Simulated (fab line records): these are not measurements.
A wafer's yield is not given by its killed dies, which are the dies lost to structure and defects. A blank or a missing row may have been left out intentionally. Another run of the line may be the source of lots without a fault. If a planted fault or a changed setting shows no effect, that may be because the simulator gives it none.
Struck lot and sound lot, side by side ; flow sky130 ; 15 out of 708 route steps
Sound: these wafers, L259.2, L259.4, L259.5. The struck wafers were L256.3, L256.4, L256.5. At the end, the cause is stated.
At each step with rows: each side's tool, then ch and its chambers, then its first start. Under that, the readings that differ: sound wafers ; struck wafers ; difference of the means ; sigmas: that difference in standard deviations of wafers without a fault.
alike: a reading whose means differ by less than 2 such deviations, as well as words and numbers matching on both sides. not compared: withheld readings; readings where some wafer has no value; bounds like >300 that might hide an equal value; numbers whose values overlap and for which the record gives no deviation.
A row with sigmas, a row that says differs or no value, or rows on one side alone: a step with any of these is where the two part. Non-overlapping numbers with no deviation appear without sigmas and do not part them. A reading that every wafer of one side lacks parts them only if that side has two wafers or more.

SKY_FIELD_ISO_ETCH_17: etches Si in HBr/Cl2/O2, target depth 342 nm, time 97.7 s.
  sound on rie-si-02 ch 1,2,3, day 6 07:05; struck on rie-si-01 ch 0,2,3, day 5 16:07
  alike: HBr_flow_sccm, O2_flow_sccm, drypump-motor-current-A, oes-product-au, throttle-valve-pct
  not compared: rf-hours-counter-h
then, 5 steps without rows for these wafers: SKY_FIELD_ISO_WET_ETCH_18 (etches Si3N4 in H3PO4, target depth 25 nm, time 286 s); SKY_FIELD_ISO_CLEAN_19 (cleans in SC1/SC2, time 150 s); SKY_FIELD_ISO_CLEAN_20 (cleans in dHF, time 20 s); SKY_FIELD_ISO_WET_ETCH_21 (etches SiO2 in dHF, target depth 20 nm, time 400 s); SKY_FIELD_ISO_OXIDATION_22 (stabilise 600 s, purge 300 s, target thk 10 nm).
SKY_FIELD_ISO_THK_MEAS_23:
  sound on film-metro-02 at day 6 09:38; struck on film-metro-01 at day 5 18:09
  alike: FIELD_ISO_OXIDATION_01_THK
then, 1 step without rows for these wafers: SKY_FIELD_ISO_CVD_24 (deposits SiO2, target thk 595 nm, time 99.2 s).
SKY_FIELD_ISO_THK_MEAS_25:
  sound on film-metro-01 at day 6 09:46; struck on film-metro-04 at day 5 18:17
  alike: FIELD_ISO_CVD_24_THK
then, 1 step without rows for these wafers: SKY_FIELD_ISO_ANNEAL_26 (time 1800 s).
SKY_FIELD_ISO_CMP_27: polishes, stops on Si3N4, t overpolish 16 s, target thk 457.8 nm.
  sound on cmp-02 ch 0,1, day 6 12:16; struck on cmp-01 ch 0,1,3, day 5 19:55
  alike: motor-current-A, overpolish-run-s, time-to-endpoint-s
then, 1 step without rows for these wafers: SKY_FIELD_ISO_WET_ETCH_28 (etches SiO2 in dHF, target depth 23.7 nm, time 47 s).
SKY_FIELD_ISO_WET_ETCH_29: etches Si3N4 in H3PO4, target depth 160 nm, time 1825 s.
  sound on wet-bench-04 ch 2, day 6 12:35; struck on wet-bench-04 ch 1, day 5 20:08
  no value came back on the struck wafers for bath-guard-temp-C (C), bath-heat-duty-pct (%); on the sound wafers bath-guard-temp-C (C) reads 160.5 160.4 160.5
reading;sound;struck;difference;sigmas
model.Si3N4_of_FIELD_ISO_CVD_03.thk-nm (nm);0 0 0;117.9 118.8 119.7;+118.8;
model.SiO2_of_FIELD_ISO_OXIDATION_01.thk-nm (nm);11.47 11.58 11.54;12.17 11.97 12.03;+0.53;
then, 1 step without rows for these wafers: SKY_FIELD_ISO_WET_ETCH_30 (etches SiO2 in dHF, target depth 25 nm, time 50 s).
-- record jumps: 44 days separate the struck wafers' starts on either side; left off in module FIELD_ISO, taken up again in module PAD_OPEN, whose first shown step is the route's number 708 --
SKY_PAD_OPEN_PROBE_99:
  rows exist in the record for the struck wafers here (prober-02, day 49 21:02), but not for the sound ones

## WHERE THEY PART
Earliest at SKY_FIELD_ISO_WET_ETCH_29; latest, in this record, at SKY_PAD_OPEN_PROBE_99.

WHY: the cause the simulator had injected
Beginning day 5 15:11, the whole step at SKY_FIELD_ISO_WET_ETCH_29 was skipped on wet-bench-04. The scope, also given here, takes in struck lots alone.
